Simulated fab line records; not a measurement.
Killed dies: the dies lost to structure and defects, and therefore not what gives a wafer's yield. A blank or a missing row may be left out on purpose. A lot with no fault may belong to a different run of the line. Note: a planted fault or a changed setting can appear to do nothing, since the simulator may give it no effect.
A lot that was struck, set against a sound lot | flow sky130 | 19 steps out of a route of 708
Sound: wafers L667.3, L667.4, L667.6. Struck: wafer L656.5 (left out: L656.3, L656.4 of the same lot, which were not struck); the cause appears at the end.
At each step with rows: each side's tool, then ch and its chambers, then its first start. Under that, the readings that differ: sound wafers | struck wafers | difference of the means | sigmas: that difference in standard deviations of wafers without a fault.
alike: same words and numbers on both sides, and readings whose means sit less than 2 such deviations apart. not compared: any withheld reading, any reading some wafer has no value for, any bound like >300 that may hide the same value, and any number with overlapping values for which the record gives no deviation.
The two part at a step that has a row with sigmas, a row that says differs or no value, or rows on one side only. Non-overlapping numbers with no deviation appear without sigmas and do not part them. Lack of a reading on every wafer of one side parts them only where that side has two or more wafers.

SKY_VIA4_ETCH_12: etches SiO2 in C4F8/O2/Ar, stops on TiN, target depth 580 nm.
  sound on rieDiel-02 ch 0,2, day 47 03:29; struck on rieDiel-02 ch 1, day 44 06:38
reading             | sound             | struck | difference | sigmas
oesProductAu (a.u.) | 0.927 0.934 0.924 | 0.915  | -0.013     | -3
then, 4 steps without rows for these wafers: SKY_VIA4_STRIP_13 (strips in O2/N2); SKY_VIA4_STRIP_14 (strips in post etch residue remover, time 1200 s); SKY_VIA4_CLEAN_15 (cleans in IPA, time 180 s); SKY_VIA4_CLEAN_16 (cleans in O3/DIW).
SKY_VIA4_SPUTTER_17: material TiN, target thk 20 nm, time 80 s.
  sound on pvdSputter-01 at day 47 04:12; struck on pvdSputter-01 at day 44 07:19
  alike: throttleValvePct
SKY_VIA4_CVD_18: deposits W, target thk 505 nm, time 152.14 s.
  sound on cvdW-01 ch 0,1, day 47 04:19; struck on cvdW-02 ch 1, day 44 07:26
  alike: chamberPressureTorr, heaterPowerW
SKY_VIA4_RS_MEAS_19: measures by four-point-probe.
  sound on filmMetro-01 at day 47 04:27; struck on filmMetro-02 at day 44 07:35
  alike: VIA4_W_RS
SKY_VIA4_THK_MEAS_20: measures by xrf.
  sound on filmMetro-01 at day 47 04:33; struck on filmMetro-02 at day 44 07:41
  alike: VIA4_W_THK
then, 1 step without rows for these wafers: SKY_VIA4_CMP_21 (polishes, stops on SiO2, t overpolish 25 s, target thk 0 nm).
SKY_METAL5_SPUTTER_00: material Ti, target thk 15 nm, time 10 s.
  sound on pvdSputter-03 at day 47 04:53; struck on pvdSputter-04 at day 44 08:01
  alike: throttleValvePct
SKY_METAL5_SPUTTER_01: material TiN, target thk 20 nm, time 16.7 s.
  sound on pvdSputter-03 at day 47 04:55; struck on pvdSputter-04 at day 44 08:02
  alike: throttleValvePct
SKY_METAL5_SPUTTER_02: material AlCu, target thk 1150 nm, time 61.2 s.
  sound on pvdSputter-03 at day 47 04:56; struck on pvdSputter-04 at day 44 08:04
reading                                    | sound          | struck | difference | sigmas
model.AlCu_of_METAL5_SPUTTER_02.thkNm (nm) | 1148 1142 1150 | 1209   | +62        | 
  alike: throttleValvePct
then, 2 steps without rows for these wafers: SKY_METAL5_SPUTTER_03 (material Ti, target thk 5 nm, time 3.3 s); SKY_METAL5_SPUTTER_04 (material TiN, target thk 70 nm, time 58.3 s).
SKY_METAL5_RS_MEAS_05: measures by four-point-probe.
  sound on filmMetro-03 at day 47 05:05; struck on filmMetro-01 at day 44 08:13
reading                 | sound                   | struck  | difference | sigmas
METAL5_ALCU_RS (ohm/sq) | 0.02715 0.02729 0.02712 | 0.02571 | -0.00148   | -5
SKY_METAL5_THK_MEAS_06: measures by xrf.
  sound on filmMetro-03 at day 47 05:11; struck on filmMetro-01 at day 44 08:19
reading              | sound          | struck | difference | sigmas
METAL5_ALCU_THK (nm) | 1150 1142 1158 | 1212   | +62        | +5
then, 1 step without rows for these wafers: SKY_METAL5_DEHYDRATE_07 (time 60 s).
-- the record jumps here: 3 days lie between the struck wafers' starts before and after (it left off in module METAL5 and takes up again in module PAD_OPEN, whose first step shown is number 708 of the route) --
SKY_PAD_OPEN_PROBE_99:
  sound on prober-02 at day 49 16:13; struck on prober-01 at day 47 02:46
reading                    | sound                   | struck  | difference | sigmas
killedAtFrontEnd           | 17 21 10                | 28      | +12        | +3
model.etest.met5.rsOhmSq   | 0.02689 0.02758 0.02717 | 0.02584 | -0.00137   | 
model.etest.met5.lineOhmUm | 0.01681 0.01729 0.01694 | 0.01626 | -0.00075   | 
  alike: defectLimitedYield, killed_at_M0_to_M3, killed_at_M4_up, killedAtContacts, killedAtOther, killedDies, killedOpen, killedShort, sort_bin_3_pad_short, sort_bin_5_function, sort_bin_6_memory, sortNPass, sortYieldPct

== WHERE THEY PART ==
Last at SKY_PAD_OPEN_PROBE_99 as far as this record goes, first at SKY_VIA4_ETCH_12.

WHY: what the simulator had put in
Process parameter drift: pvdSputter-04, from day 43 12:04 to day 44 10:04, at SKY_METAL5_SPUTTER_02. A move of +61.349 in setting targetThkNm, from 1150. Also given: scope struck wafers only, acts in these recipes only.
